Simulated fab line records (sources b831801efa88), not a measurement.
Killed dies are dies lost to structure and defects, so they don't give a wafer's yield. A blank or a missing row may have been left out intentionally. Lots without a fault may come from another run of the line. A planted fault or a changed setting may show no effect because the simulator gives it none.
What tool caused it? / flow sky130 / 42 wafers from 14 lots sampled at 2 of the route's 708 steps

## WHAT THE GAUGES SHOWED, per wafer
SKY_LDD_HVP_TW_MEAS_10.
lot=L980; measured=day 22 12:25; on=film metro-04; LDD_HVP_TW=454.0 456.1 455.9
lot=L981; measured=day 23 02:26; on=film metro-04; LDD_HVP_TW=460.5 458.7 457.4
lot=L982; measured=day 23 04:24; on=film metro-01; LDD_HVP_TW=458.4 460.1 457.6
lot=L983; measured=day 23 09:28; on=film metro-04; LDD_HVP_TW=456.7 457.5 456.1
lot=L984; measured=day 23 19:44; on=film metro-04; LDD_HVP_TW=458.6 458.3 457.8
lot=L985; measured=day 24 03:36; on=film metro-04; LDD_HVP_TW=456.0 453.0 457.2
lot=L987; measured=day 24 22:51; on=film metro-04; LDD_HVP_TW=455.5 454.6 455.1
lot=L988; measured=day 24 23:32; on=film metro-03; LDD_HVP_TW=458.9 460.1 458.0
lot=L991; measured=day 26 07:02; on=film metro-03; LDD_HVP_TW=458.5 457.5 456.7
lot=L992; measured=day 26 15:40; on=film metro-01; LDD_HVP_TW=459.2 459.1 458.2
lot=L995; measured=day 27 15:44; on=film metro-04; LDD_HVP_TW=454.2 450.3 452.4
lot=L100; measured=day 29 04:53; on=film metro-04; LDD_HVP_TW=739.3 740.3 745.0
lot=L102; measured=day 29 20:04; on=film metro-03; LDD_HVP_TW=748.6 750.6 743.3
lot=L103; measured=day 30 03:44; on=film metro-03; LDD_HVP_TW=456.9 459.0 458.7

## WHAT TOOL EACH LOT RAN ON (gives the tool, then ch and the chambers of the sampled wafers, and finally the start)
lot=L980; SKY_LDD_HVP_IMPLANT_08=implanter-04 ch 0, day 22 12:11
lot=L981; SKY_LDD_HVP_IMPLANT_08=implanter-04 ch 0, day 23 02:11
lot=L982; SKY_LDD_HVP_IMPLANT_08=implanter-03 ch 0, day 23 04:09
lot=L983; SKY_LDD_HVP_IMPLANT_08=implanter-04 ch 0, day 23 09:15
lot=L984; SKY_LDD_HVP_IMPLANT_08=implanter-03 ch 0, day 23 19:29
lot=L985; SKY_LDD_HVP_IMPLANT_08=implanter-03 ch 0, day 24 03:21
lot=L987; SKY_LDD_HVP_IMPLANT_08=implanter-03 ch 0, day 24 22:36
lot=L988; SKY_LDD_HVP_IMPLANT_08=implanter-03 ch 0, day 24 23:17
lot=L991; SKY_LDD_HVP_IMPLANT_08=implanter-02 ch 0, day 26 06:50
lot=L992; SKY_LDD_HVP_IMPLANT_08=implanter-04 ch 0, day 26 15:27
lot=L995; SKY_LDD_HVP_IMPLANT_08=implanter-04 ch 0, day 27 15:29
lot=L100; SKY_LDD_HVP_IMPLANT_08=implanter-03 ch 0, day 29 04:39
lot=L102; SKY_LDD_HVP_IMPLANT_08=implanter-03 ch 0, day 29 19:52
lot=L103; SKY_LDD_HVP_IMPLANT_08=implanter-04 ch 0, day 30 03:29
- SKY_LDD_HVP_IMPLANT_08

## WHAT THE TOOLS THEMSELVES READ (means of the sampled wafers that have a number; where no wafer has one, the mark that the record gives instead)
SKY_LDD_HVP_IMPLANT_08.
lot=L980; tool=implanter-04; beam energy keV=20.001; dose ions cm2=1.7017e+13; faraday current uA=96.9
lot=L981; tool=implanter-04; beam energy keV=19.999; dose ions cm2=1.7008e+13; faraday current uA=97.3
lot=L982; tool=implanter-03; beam energy keV=20.002; dose ions cm2=1.6997e+13; faraday current uA=95.5
lot=L983; tool=implanter-04; beam energy keV=20.006; dose ions cm2=1.7005e+13; faraday current uA=96.3
lot=L984; tool=implanter-03; beam energy keV=20.000; dose ions cm2=1.7026e+13; faraday current uA=96.8
lot=L985; tool=implanter-03; beam energy keV=19.995; dose ions cm2=1.7011e+13; faraday current uA=95.8
lot=L987; tool=implanter-03; beam energy keV=20.006; dose ions cm2=1.6978e+13; faraday current uA=96.9
lot=L988; tool=implanter-03; beam energy keV=20.003; dose ions cm2=1.7018e+13; faraday current uA=94.0
lot=L991; tool=implanter-02; beam energy keV=19.990; dose ions cm2=1.7013e+13; faraday current uA=96.9
lot=L992; tool=implanter-04; beam energy keV=20.002; dose ions cm2=1.7007e+13; faraday current uA=95.6
lot=L995; tool=implanter-04; beam energy keV=20.000; dose ions cm2=1.7042e+13; faraday current uA=95.0
lot=L100; tool=implanter-03; beam energy keV=19.993; dose ions cm2=8.0638e+13; faraday current uA=448.3
lot=L102; tool=implanter-03; beam energy keV=20.001; dose ions cm2=8.0640e+13; faraday current uA=457.4
lot=L103; tool=implanter-04; beam energy keV=20.003; dose ions cm2=1.7007e+13; faraday current uA=97.1

## THE ANSWER, worked out from the rows above alone
Rule: what is usual is taken from the lots themselves. The widest of any qualifying gaps counts: lots, ordered by their means at a reading, are off when they make up no more than a third of the lots, leave a main group of 4 or more, and stand apart from it by 3 or more times the standard deviation of that group's means. A main group whose means are all the same, to the digits that the tables above print for the reading, isn't used. Also off: a lot with no number at a reading for which 4 or more lots have one. Where the step has rows for the other lots, those lots are counted as sound. First the gauges in route order, then the tools' own readings, where a lot's mean is used as printed above. The first step at which some lot is off is used, and at that step the reading that is off furthest; a lot without a number counts as furthest.
Off: L100, L102, seen at SKY_LDD_HVP_TW_MEAS_10 (LDD_HVP_TW). For the main group the mean is 457.0 and the standard deviation 2.
A tool fits if, at a process step before that reading, it ran every lot that is off, and no sound lot after the first of them. Not tried: the gauges at SKY_LDD_HVP_TW_MEAS_10; whatever is off there is also off at SKY_LDD_HVP_IMPLANT_08, on other tools, and gauge error can't account for it. One fits: implanter-03 at SKY_LDD_HVP_IMPLANT_08. Its last sound lot is L988 (day 24 23:17), its first lot that is off L100 (day 29 04:39): a fault that began between those two fits.
The tool's own readings at SKY_LDD_HVP_IMPLANT_08 bear it out: on the lots that are off they differ by more than 5 times the standard deviation of the sound lots' means. dose ions cm2 reads 8.0639e+13 there against 1.7011e+13 on the sound lots; faraday current uA reads 452.9 there against 96.2 on the sound lots.

## WHAT THE SIMULATOR PUT IN
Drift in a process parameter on implanter-03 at SKY_LDD_HVP_IMPLANT_08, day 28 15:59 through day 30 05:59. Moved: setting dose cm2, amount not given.
Shown lots that were struck: L100, L102. Same finding as the rule above.
